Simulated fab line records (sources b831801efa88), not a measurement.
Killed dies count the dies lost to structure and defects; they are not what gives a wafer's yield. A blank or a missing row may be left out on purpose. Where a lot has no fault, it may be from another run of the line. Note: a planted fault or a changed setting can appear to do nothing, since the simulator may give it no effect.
fab line records + flow sky130
[record]
- lots = 12
- wafers = 36
- last-day = 50
route steps=708 shown FIELD_ISO@24 PWDE@52 NWELL@64
lots that met no fault: taken from a fault-free run of the same line
start-h: start of the lot's first displayed wafer, in hours after the record's first day + wait-h: hours from the lot's prior step to this one + " repeats the value in the row above + L1.1+2: several wafers, shown together as one row + - no value present, or no start provided + * or withheld: withheld + < > ~ a bound
route shown NAME@n: NAME is a module with steps in the file, n the number in the route of the first one + usual: average and standard deviation across the fault-free wafers + same: alike in all rows + chamber/n: place in a boat + sites: per-site readings + _std_site: standard deviation across them + _edge_site: mean of outer sites minus mean of inner sites + radius-mm: for every site, how far away it sits from the centre of the wafer + mask NAME#n: copy n + behind: the tool/chamber that last shaped the wafer + hold: cause of the lot's hold/its duration in hours/its outcome + device: transistor that didn't switch, given as n, p or np + end of line: the same wafers' tests at the end of the route + step lacking rows: just its recipe + killed: dies that structure and defects cost at the first sort, which is not the same as the wafer's yield + map: a wafer's dies, x killed, . not, _ none there
set.NAME: the run value of the setting; set.NAME@STEP: its run value at that earlier step + model.NAME: the simulator's own value behind a step, which no gauge read
route steps across a sampled set of lots; one table per step, one row per wafer
services: the hour from which a tool's chamber was out of use, counted from the record's first day as start-h (under 0 if before that day), plus the number of hours and why
[[steps]]
[step SKY_FIELD_ISO_THK_MEAS_23]
[recipe]
- reads = SiO2_of_FIELD_ISO_OXIDATION_22
[usual]
- FIELD_ISO_OXIDATION_01_THK = 10.11/0.17
| lot.wafer | tool          | chamber | start-h | wait-h | FIELD_ISO_OXIDATION_01_THK[nm] |
|-----------|---------------|---------|---------|--------|--------------------------------|
| L566.1    | film-metro-03 | -       | 32.37   | 0.0    | 10.00                          |
| L566.2    | "             | -       | "       | "      | 10.05                          |
| L566.3    | "             | -       | "       | "      | 9.99                           |
| L569.3    | film-metro-03 | -       | 50.89   | 0.0    | 10.04                          |
| L569.4    | "             | -       | "       | "      | 9.88                           |
| L569.5    | "             | -       | "       | "      | 10.03                          |
| L571.2    | film-metro-04 | -       | 60.60   | 0.0    | 10.18                          |
| L571.4    | "             | -       | "       | "      | 10.04                          |
| L571.6    | "             | -       | "       | "      | 10.08                          |
| L574.3    | film-metro-03 | -       | 80.79   | 0.0    | 9.87                           |
| L574.4    | "             | -       | "       | "      | 9.72                           |
| L574.5    | "             | -       | "       | "      | 9.89                           |
| L575.3    | film-metro-04 | -       | 80.79   | 0.0    | 10.34                          |
| L575.4    | "             | -       | "       | "      | 10.35                          |
| L575.5    | "             | -       | "       | "      | 10.37                          |
| L576.3    | film-metro-03 | -       | 86.32   | 0.0    | 10.23                          |
| L576.5    | "             | -       | "       | "      | 10.12                          |
| L576.6    | "             | -       | "       | "      | 10.26                          |
| L577.1    | film-metro-01 | -       | 97.51   | 0.0    | 9.82                           |
| L577.5    | "             | -       | "       | "      | 10.24                          |
| L577.6    | "             | -       | "       | "      | 9.95                           |
| L578.1    | film-metro-01 | -       | 97.81   | 0.0    | 10.18                          |
| L578.2    | "             | -       | "       | "      | 9.99                           |
| L578.6    | "             | -       | "       | "      | 10.02                          |
| L581.1    | film-metro-04 | -       | 111.72  | 0.0    | 10.32                          |
| L581.5    | "             | -       | "       | "      | 10.42                          |
| L581.6    | "             | -       | "       | "      | 10.39                          |
| L587.1    | film-metro-03 | -       | 141.70  | 0.0    | 9.91                           |
| L587.3    | "             | -       | "       | "      | 10.07                          |
| L587.6    | "             | -       | "       | "      | 9.77                           |
| L588.1    | film-metro-04 | -       | 148.08  | 0.0    | 10.14                          |
| L588.4    | "             | -       | "       | "      | 10.21                          |
| L588.6    | "             | -       | "       | "      | 10.29                          |
| L589.1    | film-metro-04 | -       | 152.15  | 0.0    | 9.93                           |
| L589.2    | "             | -       | "       | "      | 9.88                           |
| L589.3    | "             | -       | "       | "      | 9.97                           |
[step SKY_PWDE_OVL_MEAS_07]
[usual]
- PWDE_OVL = 0.6/1.3
| lot.wafer | tool       | chamber | start-h | wait-h | PWDE_OVL[nm] |
|-----------|------------|---------|---------|--------|--------------|
| L566.1    | overlay-02 | -       | 67.83   | -      | 1.6          |
| L566.2    | "          | -       | "       | "      | 1.1          |
| L566.3    | "          | -       | "       | "      | 0.2          |
| L569.3    | overlay-01 | -       | 105.14  | -      | -1.2         |
| L569.4    | "          | -       | "       | "      | -0.4         |
| L569.5    | "          | -       | "       | "      | -0.3         |
| L571.2    | overlay-01 | -       | 111.62  | -      | -0.9         |
| L571.4    | "          | -       | "       | "      | 0.3          |
| L571.6    | "          | -       | "       | "      | -1.0         |
| L574.3    | overlay-02 | -       | 125.49  | -      | 0.9          |
| L574.4    | "          | -       | "       | "      | 1.2          |
| L574.5    | "          | -       | "       | "      | 0.4          |
| L575.3    | overlay-01 | -       | 125.84  | -      | -0.7         |
| L575.4    | "          | -       | "       | "      | -1.3         |
| L575.5    | "          | -       | "       | "      | -0.9         |
| L576.3    | overlay-02 | -       | 128.14  | -      | -1.1         |
| L576.5    | "          | -       | "       | "      | 0.2          |
| L576.6    | "          | -       | "       | "      | -0.6         |
| L578.1    | overlay-01 | -       | 139.75  | -      | 1.3          |
| L578.2    | "          | -       | "       | "      | 0.0          |
| L578.6    | "          | -       | "       | "      | -0.4         |
| L577.1    | overlay-01 | -       | 139.78  | -      | 0.2          |
| L577.5    | "          | -       | "       | "      | -0.2         |
| L577.6    | "          | -       | "       | "      | 0.3          |
| L581.1    | overlay-01 | -       | 157.25  | -      | 3.1          |
| L581.5    | "          | -       | "       | "      | 1.6          |
| L581.6    | "          | -       | "       | "      | 2.6          |
| L587.1    | overlay-02 | -       | 189.61  | -      | 1.1          |
| L587.3    | "          | -       | "       | "      | 0.6          |
| L587.6    | "          | -       | "       | "      | 0.7          |
| L588.1    | overlay-01 | -       | 192.51  | -      | 2.2          |
| L588.4    | "          | -       | "       | "      | 2.5          |
| L588.6    | "          | -       | "       | "      | 3.2          |
| L589.1    | overlay-01 | -       | 196.73  | -      | 1.6          |
| L589.2    | "          | -       | "       | "      | 0.9          |
| L589.3    | "          | -       | "       | "      | 0.6          |
[step SKY_PWDE_STRIP_09]
[recipe]
- chemistry = O2/N2
- power-w = 1400
- pressure-mtorr = 1500
- platen-temp-c = withheld
- o2-flow-sccm = 3000
- n2-flow-sccm = 300
- overash-fraction = 0.5
[usual]
- drypump-motor-current-A = 5.4/0.44
- oes-product-au = 0.722/0.0043
- strip-time-to-endpoint-s = 36.96/0.087
| lot.wafer | tool            | chamber | start-h | wait-h | drypump-motor-current-A | oes-product-au | rf-hours-counter-h | strip-time-to-endpoint-s |
|-----------|-----------------|---------|---------|--------|-------------------------|----------------|--------------------|--------------------------|
| L566.1    | plasma-asher-04 | 0       | 68.02   | 0.1    | 5.7                     | 0.725          | 36                 | 36.94                    |
| L566.2    | "               | 1       | "       | "      | 5.2                     | 0.721          | 36                 | 37.07                    |
| L566.3    | "               | 0       | "       | "      | 5.7                     | 0.719          | -                  | 36.98                    |
| L569.3    | plasma-asher-01 | 1       | 105.35  | 0.1    | 4.9                     | 0.720          | -                  | 37.03                    |
| L569.4    | "               | 0       | "       | "      | 6.0                     | 0.716          | -                  | 36.97                    |
| L569.5    | "               | 1       | "       | "      | 4.9                     | 0.721          | -                  | 37.04                    |
| L571.2    | plasma-asher-04 | 0       | 111.80  | 0.1    | 5.7                     | 0.725          | 41                 | 37.00                    |
| L571.4    | "               | 1       | "       | "      | 5.2                     | 0.723          | -                  | 36.97                    |
| L571.6    | "               | 0       | "       | "      | 5.7                     | 0.721          | -                  | 36.97                    |
| L574.3    | plasma-asher-03 | 1       | 125.70  | 0.1    | 4.9                     | 0.724          | -                  | 37.08                    |
| L574.4    | "               | 0       | "       | "      | 4.9                     | 0.728          | -                  | 36.99                    |
| L574.5    | "               | 1       | "       | "      | 4.9                     | 0.721          | -                  | 37.09                    |
| L575.3    | plasma-asher-01 | 0       | 126.05  | 0.1    | 6.1                     | 0.719          | -                  | 36.89                    |
| L575.4    | "               | 1       | "       | "      | 5.0                     | 0.722          | -                  | 36.93                    |
| L575.5    | "               | 1       | "       | "      | 4.9                     | 0.724          | -                  | 36.84                    |
| L576.3    | plasma-asher-04 | 0       | 128.35  | 0.1    | 5.7                     | 0.729          | -                  | 36.79                    |
| L576.5    | "               | 1       | "       | "      | 5.2                     | 0.729          | -                  | 37.07                    |
| L576.6    | "               | 0       | "       | "      | 5.7                     | 0.728          | -                  | 37.01                    |
| L578.1    | plasma-asher-04 | 0       | 139.93  | 0.1    | 5.7                     | 0.717          | 44                 | 36.95                    |
| L578.2    | "               | 1       | "       | "      | 5.2                     | 0.718          | 44                 | 36.82                    |
| L578.6    | "               | 1       | "       | "      | 5.2                     | 0.725          | -                  | 36.85                    |
| L577.1    | plasma-asher-03 | 1       | 139.97  | 0.1    | 4.9                     | 0.719          | 2                  | 36.92                    |
| L577.5    | "               | 0       | "       | "      | 4.9                     | 0.730          | -                  | 37.03                    |
| L577.6    | "               | 1       | "       | "      | 4.9                     | 0.720          | -                  | 37.06                    |
| L581.1    | plasma-asher-01 | 1       | 157.43  | 0.1    | 4.9                     | 0.725          | 47                 | 36.97                    |
| L581.5    | "               | 0       | "       | "      | 6.0                     | 0.721          | -                  | 36.84                    |
| L581.6    | "               | 1       | "       | "      | 4.9                     | 0.721          | -                  | 36.85                    |
| L587.1    | plasma-asher-01 | 0       | 189.80  | 0.1    | 6.0                     | 0.722          | 50                 | 36.95                    |
| L587.3    | "               | 1       | "       | "      | 4.9                     | 0.726          | -                  | 36.89                    |
| L587.6    | "               | 0       | "       | "      | 6.0                     | 0.721          | -                  | 36.92                    |
| L588.1    | plasma-asher-03 | 0       | 192.70  | 0.1    | 4.9                     | 0.721          | 8                  | 36.67                    |
| L588.4    | "               | 1       | "       | "      | 4.9                     | 0.725          | -                  | 36.83                    |
| L588.6    | "               | 1       | "       | "      | 4.9                     | 0.721          | -                  | 37.00                    |
| L589.1    | plasma-asher-04 | 1       | 196.92  | 0.1    | 5.2                     | 0.724          | 49                 | 36.89                    |
| L589.2    | "               | 0       | "       | "      | 5.7                     | 0.722          | 49                 | 36.91                    |
| L589.3    | "               | 0       | "       | "      | 5.7                     | 0.723          | -                  | 36.96                    |
[step SKY_NWELL_IMPLANT_11]
[recipe]
- species = P
- energy-kev = 400
- dose-cm2 = 1.9e+13
- tilt-deg = withheld
[usual]
- dose-ions-cm2 = 1.8998e+13/1.9e+10
- faraday-current-uA = 107.2/2.1
| lot.wafer | tool         | chamber | start-h | wait-h | dose-ions-cm2 | faraday-current-uA |
|-----------|--------------|---------|---------|--------|---------------|--------------------|
| L566.1    | implanter-03 | 0       | 82.85   | 0.0    | 1.9005e+13    | 106.9              |
| L566.2    | "            | 0       | "       | "      | 1.9022e+13    | 100.8              |
| L566.3    | "            | 0       | "       | "      | 1.9036e+13    | 106.9              |
| L569.3    | implanter-03 | 0       | 123.67  | 0.1    | 1.9002e+13    | 109.3              |
| L569.4    | "            | 0       | "       | "      | 1.8998e+13    | 107.7              |
| L569.5    | "            | 0       | "       | "      | 1.8998e+13    | 106.5              |
| L571.2    | implanter-01 | 0       | 130.68  | 0.0    | 1.8966e+13    | 106.8              |
| L571.4    | "            | 0       | "       | "      | 1.8985e+13    | 105.7              |
| L571.6    | "            | 0       | "       | "      | 1.8986e+13    | 105.8              |
| L574.3    | implanter-03 | 0       | 145.26  | 0.1    | 1.8987e+13    | 106.7              |
| L574.4    | "            | 0       | "       | "      | 1.8972e+13    | 111.3              |
| L574.5    | "            | 0       | "       | "      | 1.8972e+13    | 108.9              |
| L575.3    | implanter-01 | 0       | 145.67  | 0.1    | 1.899e+13     | 108.1              |
| L575.4    | "            | 0       | "       | "      | 1.9001e+13    | 104.7              |
| L575.5    | "            | 0       | "       | "      | 1.8995e+13    | 107.4              |
| L576.3    | implanter-03 | 0       | 147.80  | 0.1    | 1.9007e+13    | 108.4              |
| L576.5    | "            | 0       | "       | "      | 1.8985e+13    | 108.2              |
| L576.6    | "            | 0       | "       | "      | 1.9008e+13    | 109.1              |
| L578.1    | implanter-01 | 0       | 158.67  | 0.0    | 1.9003e+13    | 108.1              |
| L578.2    | "            | 0       | "       | "      | 1.901e+13     | 110.8              |
| L578.6    | "            | 0       | "       | "      | 1.8984e+13    | 109.2              |
| L577.1    | implanter-04 | 0       | 158.81  | 0.0    | 1.8998e+13    | 105.6              |
| L577.5    | "            | 0       | "       | "      | 1.9031e+13    | 106.0              |
| L577.6    | "            | 0       | "       | "      | 1.9011e+13    | 107.0              |
| L581.1    | implanter-01 | 0       | 176.36  | 0.0    | 1.8985e+13    | 107.1              |
| L581.5    | "            | 0       | "       | "      | 1.9014e+13    | 108.4              |
| L581.6    | "            | 0       | "       | "      | 1.901e+13     | 105.6              |
| L587.1    | implanter-01 | 0       | 212.31  | 0.0    | 1.3659e+13    | 78.7               |
| L587.3    | "            | 0       | "       | "      | 1.3645e+13    | 74.4               |
| L587.6    | "            | 0       | "       | "      | 1.3634e+13    | 74.8               |
| L588.1    | implanter-01 | 0       | 214.92  | 0.0    | 1.3621e+13    | 74.1               |
| L588.4    | "            | 0       | "       | "      | 1.3669e+13    | 79.8               |
| L588.6    | "            | 0       | "       | "      | 1.363e+13     | 76.2               |
| L589.1    | implanter-03 | 0       | 219.12  | 0.0    | 1.9002e+13    | 109.5              |
| L589.2    | "            | 0       | "       | "      | 1.8981e+13    | 103.9              |
| L589.3    | "            | 0       | "       | "      | 1.8973e+13    | 106.3              |
[step SKY_NWELL_TW_MEAS_15]
[usual]
- NWELL_TW = 1832/13
| lot.wafer | tool          | chamber | start-h | wait-h | NWELL_TW |
|-----------|---------------|---------|---------|--------|----------|
| L566.1    | film-metro-02 | -       | 83.40   | 0.1    | 1844     |
| L566.2    | "             | -       | "       | "      | 1848     |
| L566.3    | "             | -       | "       | "      | 1842     |
| L569.3    | film-metro-02 | -       | 124.19  | 0.1    | 1816     |
| L569.4    | "             | -       | "       | "      | 1833     |
| L569.5    | "             | -       | "       | "      | 1823     |
| L571.2    | film-metro-04 | -       | 131.22  | 0.1    | 1843     |
| L571.4    | "             | -       | "       | "      | 1843     |
| L571.6    | "             | -       | "       | "      | 1833     |
| L574.3    | film-metro-03 | -       | 145.78  | 0.1    | 1816     |
| L574.4    | "             | -       | "       | "      | 1813     |
| L574.5    | "             | -       | "       | "      | 1818     |
| L575.3    | film-metro-03 | -       | 146.19  | 0.1    | 1822     |
| L575.4    | "             | -       | "       | "      | 1822     |
| L575.5    | "             | -       | "       | "      | 1821     |
| L576.3    | film-metro-02 | -       | 148.32  | 0.1    | 1857     |
| L576.5    | "             | -       | "       | "      | 1851     |
| L576.6    | "             | -       | "       | "      | 1845     |
| L578.1    | film-metro-03 | -       | 159.22  | 0.1    | 1828     |
| L578.2    | "             | -       | "       | "      | 1817     |
| L578.6    | "             | -       | "       | "      | 1822     |
| L577.1    | film-metro-02 | -       | 159.36  | 0.1    | 1853     |
| L577.5    | "             | -       | "       | "      | 1847     |
| L577.6    | "             | -       | "       | "      | 1847     |
| L581.1    | film-metro-02 | -       | 176.91  | 0.1    | 1833     |
| L581.5    | "             | -       | "       | "      | 1842     |
| L581.6    | "             | -       | "       | "      | 1840     |
| L587.1    | film-metro-04 | -       | 212.86  | 0.1    | 1647     |
| L587.3    | "             | -       | "       | "      | 1647     |
| L587.6    | "             | -       | "       | "      | 1651     |
| L588.1    | film-metro-04 | -       | 215.47  | 0.1    | 1659     |
| L588.4    | "             | -       | "       | "      | 1656     |
| L588.6    | "             | -       | "       | "      | 1662     |
| L589.1    | film-metro-04 | -       | 219.67  | 0.1    | 1829     |
| L589.2    | "             | -       | "       | "      | 1834     |
| L589.3    | "             | -       | "       | "      | 1835     |
[step SKY_NWELL_RS_MEAS_29]
[recipe]
- thk-meas-gauge = four-point-probe
[usual]
- NWELL_RS = 625.0/1.6
| lot.wafer | tool          | chamber | start-h | wait-h | NWELL_RS[ohm/sq] |
|-----------|---------------|---------|---------|--------|------------------|
| L566.1    | film-metro-03 | -       | 101.23  | 0.1    | 625.6            |
| L566.2    | "             | -       | "       | "      | 626.5            |
| L566.3    | "             | -       | "       | "      | 625.9            |
| L569.3    | film-metro-04 | -       | 144.20  | 0.1    | 623.3            |
| L569.4    | "             | -       | "       | "      | 621.3            |
| L569.5    | "             | -       | "       | "      | 622.2            |
| L571.2    | film-metro-04 | -       | 150.23  | 0.1    | 622.8            |
| L571.4    | "             | -       | "       | "      | 623.9            |
| L571.6    | "             | -       | "       | "      | 623.9            |
| L574.3    | film-metro-04 | -       | 164.06  | 0.1    | 624.6            |
| L574.4    | "             | -       | "       | "      | 624.5            |
| L574.5    | "             | -       | "       | "      | 624.0            |
| L575.3    | film-metro-02 | -       | 164.41  | 0.1    | 626.2            |
| L575.4    | "             | -       | "       | "      | 628.2            |
| L575.5    | "             | -       | "       | "      | 627.3            |
| L576.3    | film-metro-04 | -       | 166.57  | 0.1    | 623.5            |
| L576.5    | "             | -       | "       | "      | 622.9            |
| L576.6    | "             | -       | "       | "      | 624.1            |
| L578.1    | film-metro-03 | -       | 179.91  | 0.1    | 625.0            |
| L578.2    | "             | -       | "       | "      | 624.4            |
| L578.6    | "             | -       | "       | "      | 624.8            |
| L577.1    | film-metro-02 | -       | 180.23  | 0.1    | 625.5            |
| L577.5    | "             | -       | "       | "      | 624.7            |
| L577.6    | "             | -       | "       | "      | 626.4            |
| L581.1    | film-metro-03 | -       | 198.12  | 0.1    | 624.3            |
| L581.5    | "             | -       | "       | "      | 625.1            |
| L581.6    | "             | -       | "       | "      | 626.5            |
| L587.1    | film-metro-02 | -       | 235.38  | 0.1    | 746.2            |
| L587.3    | "             | -       | "       | "      | 745.1            |
| L587.6    | "             | -       | "       | "      | 747.4            |
| L588.1    | film-metro-02 | -       | 238.56  | 0.2    | 742.7            |
| L588.4    | "             | -       | "       | "      | 744.9            |
| L588.6    | "             | -       | "       | "      | 744.8            |
| L589.1    | film-metro-04 | -       | 242.98  | 0.1    | 626.1            |
| L589.2    | "             | -       | "       | "      | 625.3            |
| L589.3    | "             | -       | "       | "      | 626.7            |
[[services]]
| tool            | chamber | start-h | hours | kind       |
|-----------------|---------|---------|-------|------------|
| implanter-04    | -       | 50.25   | 35.3  | pm         |
| implanter-04    | -       | 81.42   | 1.7   | repair     |
| plasma-asher-01 | -       | 83.09   | 0.7   | repair     |
| implanter-01    | -       | 90.51   | 2.9   | pm         |
| plasma-asher-01 | -       | 93.93   | 0.5   | repair     |
| implanter-01    | -       | 104.05  | 3.2   | repair     |
| implanter-03    | -       | 107.35  | 5.1   | pm         |
| plasma-asher-03 | -       | 108.75  | 9.0   | pm         |
| plasma-asher-03 | 0       | 108.75  | 9.0   | vent-cycle |
| plasma-asher-03 | 1       | 108.75  | 9.0   | vent-cycle |
| plasma-asher-03 | 0       | 117.75  | -     | clean      |
| plasma-asher-03 | 1       | 117.75  | -     | clean      |
| implanter-01    | -       | 126.21  | 1.3   | repair     |
| plasma-asher-04 | -       | 143.85  | 6.0   | repair     |
| plasma-asher-01 | -       | 163.85  | 1.7   | repair     |
| implanter-01    | -       | 201.30  | 1.9   | repair     |
| implanter-01    | -       | 218.01  | 3.5   | repair     |
[[key]]
[first-sign]
- step = SKY_NWELL_IMPLANT_11
- reading = dose-ions-cm2
- direction = down
- sigmas = 99+
- usual = *
- struck = *
[effect]
- step = SKY_NWELL_IMPLANT_11
- reading = faraday-current-uA
- direction = down
- sigmas = 15
- usual = 107.2
- struck = 76.3
[effect]
- step = SKY_NWELL_TW_MEAS_15
- reading = NWELL_TW
- direction = down
- sigmas = 14
- usual = 1832
- struck = 1654
[effect]
- step = SKY_NWELL_RS_MEAS_29
- reading = NWELL_RS
- direction = up
- sigmas = 74
- usual = 625.0
- struck = 745.2
met-at SKY_NWELL_IMPLANT_11
struck-lots L587,L588
tester-left-out L587,L588
not-acting-at SKY_FIELD_ISO_THK_MEAS_23,SKY_PWDE_OVL_MEAS_07,SKY_PWDE_STRIP_09
onset-between 176.36 212.31
[fault]
- kind = process-parameter-drift
- tool = implanter-01
- chamber = -
- onset-h = 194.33
- steps = SKY_NWELL_IMPLANT_11
- channel = dose-cm2
- offset = *
- shape = step
- end-h = 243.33
- acts-in = *
- stated = *
// tester-left-out: of these lots the tester's yield and bins aren't shown, on N5 and GAA mostly nor the transistor test; their killed dies are dies lost to structure and defects alone, not to doping, threshold or leakage, so they don't give the yield
